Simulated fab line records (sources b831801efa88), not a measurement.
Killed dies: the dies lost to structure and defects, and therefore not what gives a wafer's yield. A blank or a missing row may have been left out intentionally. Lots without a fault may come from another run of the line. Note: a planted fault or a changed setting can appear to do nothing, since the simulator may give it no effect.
Struck lot and sound lot, side by side	flow sky130	34 out of 708 route steps
Sound: these wafers, L574.3, L574.4, L574.5. Wafers L581.1, L581.2, L581.5 were the ones struck. At the end, the cause is stated.
At each step with rows: each side's tool, then ch and its chambers, then its first start. Under that, the readings that differ: sound wafers	struck wafers	difference of the means	sigmas: that difference in standard deviations of wafers without a fault.
alike: a reading whose means differ by less than 2 such deviations, as well as words and numbers matching on both sides. not compared: withheld readings; readings where some wafer has no value; bounds like >300 that might hide an equal value; numbers whose values overlap and for which the record gives no deviation.
The two part at a step that has a row with sigmas, a row that says differs or no value, or rows on one side only. Numbers that don't overlap but have no deviation are shown without sigmas and don't part them. A reading missing from all wafers of one side parts the sides only when that side holds two or more wafers.

first, 7 steps without rows for these wafers: SKY_METAL5_HMDS_08 (prime time 60 s); SKY_METAL5_COAT_09 (resist thk 1800 nm); SKY_METAL5_SOFTBAKE_10 (time 60 s); SKY_METAL5_EXPOSE_11 (exposes mask MM5, target cd 1600 nm); SKY_METAL5_PEB_12; SKY_METAL5_DEVELOP_13 (develop time 60 s); SKY_METAL5_DESCUM_14 (chemistry O2, time 11 s).
SKY_METAL5_METAL_ETCH_15: etches the open film in Cl2/BCl3, stops on SiO2, target depth 1260 nm, time 252 s.
  sound on rie_metal-04 ch 0,1, day 46 08:32; struck on rie_metal-04 ch 1, day 48 14:53
  alike: bias_w, drypump_motor_current_A, he_backside_leak_sccm, oes_product_au, throttle_valve_pct
  not compared: rf_hours_counter_h
SKY_METAL5_STRIP_16: strips in O2/N2.
  sound on plasma_asher-02 ch 0,1, day 46 08:44; struck on plasma_asher-02 ch 0,1, day 48 15:21
  alike: drypump_motor_current_A, o2_flow_sccm, oes_product_au, strip_time_to_endpoint_s
  not compared: rf_hours_counter_h
then, 3 steps without rows for these wafers: SKY_METAL5_STRIP_17 (strips in post etch residue remover, time 1200 s); SKY_METAL5_CLEAN_18 (cleans in IPA, time 180 s); SKY_METAL5_CLEAN_19 (cleans in O3/DIW).
SKY_PASSIVATION_CVD_00: deposits SiO2, target thk 90 nm.
  sound on pecvd-03 ch 0,1, day 46 09:17; struck on pecvd-03 ch 0,1, day 48 15:56
  no value came back on the struck wafers for heater_power_outer_w (W), heater_power_w (W), susceptor_temp_C (C); on the sound wafers heater_power_outer_w (W) reads 297 263 302
SKY_PASSIVATION_CVD_02: deposits Si3N4, target thk 540 nm.
  sound on pecvd-04 ch 0,1, day 46 09:29; struck on pecvd-01 ch 0,1, day 48 16:02
  alike: heater_power_w, rf_fwd_power_W, susceptor_temp_C
SKY_PASSIVATION_THK_MEAS_03:
  sound: film_metro-01 at day 46 09:44; struck: film_metro-04 at day 48 16:15
  alike: PASSIVATION_CVD_02_THK
then, 7 steps without rows for these wafers: SKY_PASSIVATION_DEHYDRATE_04 (time 60 s); SKY_PASSIVATION_HMDS_05 (prime time 60 s); SKY_PASSIVATION_COAT_06 (resist thk 3000 nm); SKY_PASSIVATION_SOFTBAKE_07; SKY_PASSIVATION_EXPOSE_08 (exposes mask NSM, target cd 3000 nm); SKY_PASSIVATION_PEB_09; SKY_PASSIVATION_DEVELOP_10 (develop time 60 s).
SKY_PASSIVATION_ETCH_11: etches the open film in CF4/O2, stops on AlCu, target depth 725 nm, time 161.1 s.
  sound on rie_diel-04 ch 1,2,3, day 47 06:05; struck on rie_diel-01 ch 0,1, day 49 09:36
  alike: O2_flow_sccm, bias_w, drypump_motor_current_A, oes_product_au, throttle_valve_pct
  not compared: rf_hours_counter_h, model.PASSIVATION.feature_depth_nm, model.etch.depth_nm
SKY_PASSIVATION_STRIP_12: strips in O2/N2.
  sound on plasma_asher-01 ch 0,1, day 47 06:13; struck on plasma_asher-02 ch 0,1, day 49 09:43
  alike: drypump_motor_current_A, o2_flow_sccm, oes_product_au, strip_time_to_endpoint_s
  not compared: rf_hours_counter_h
then, 7 steps without rows for these wafers: SKY_PAD_OPEN_DEHYDRATE_00 (time 60 s); SKY_PAD_OPEN_HMDS_01 (prime time 62.92 s); SKY_PAD_OPEN_COAT_02 (resist thk 3000 nm); SKY_PAD_OPEN_SOFTBAKE_03; SKY_PAD_OPEN_EXPOSE_04 (exposes mask PDM, target cd 60000 nm); SKY_PAD_OPEN_PEB_05; SKY_PAD_OPEN_DEVELOP_06 (develop time 60 s).
SKY_PAD_OPEN_ETCH_07: etches the open film in CF4/O2, stops on AlCu, target depth 725 nm, time 161.1 s.
  sound on rie_diel-01 ch 0,1,2, day 48 02:04; struck on rie_diel-01 ch 1,2,3, day 50 02:22
  alike: O2_flow_sccm, bias_w, drypump_motor_current_A, oes_product_au, throttle_valve_pct
  not compared: rf_hours_counter_h, model.PAD_OPEN.feature_depth_nm, model.etch.depth_nm
SKY_PAD_OPEN_STRIP_08: strips in O2/N2.
  sound on plasma_asher-01 ch 0,1, day 48 02:12; struck on plasma_asher-01 ch 0,1, day 50 02:28
  alike: drypump_motor_current_A, o2_flow_sccm, oes_product_au, strip_time_to_endpoint_s
  not compared: rf_hours_counter_h
SKY_PAD_OPEN_PROBE_99:
  sound: prober-01 at day 48 04:29; struck: prober-01 at day 50 04:43
  alike: defect_limited_yield, killed_at_M0_to_M3, killed_at_M4_up, killed_at_contacts, killed_at_front_end, killed_at_other, killed_dies, killed_open, killed_short, sort_bin_3_pad_short, sort_bin_5_function, sort_bin_6_memory, sort_n_pass, sort_yield_pct

== WHERE THEY PART ==
At SKY_PASSIVATION_CVD_00 and nowhere else, as far as this record goes. Later steps at which nothing parts them and some readings are alike: SKY_PASSIVATION_CVD_02, SKY_PASSIVATION_THK_MEAS_03, SKY_PASSIVATION_ETCH_11, SKY_PASSIVATION_STRIP_12, SKY_PAD_OPEN_ETCH_07, SKY_PAD_OPEN_STRIP_08, SKY_PAD_OPEN_PROBE_99.

WHY: what the simulator had put in
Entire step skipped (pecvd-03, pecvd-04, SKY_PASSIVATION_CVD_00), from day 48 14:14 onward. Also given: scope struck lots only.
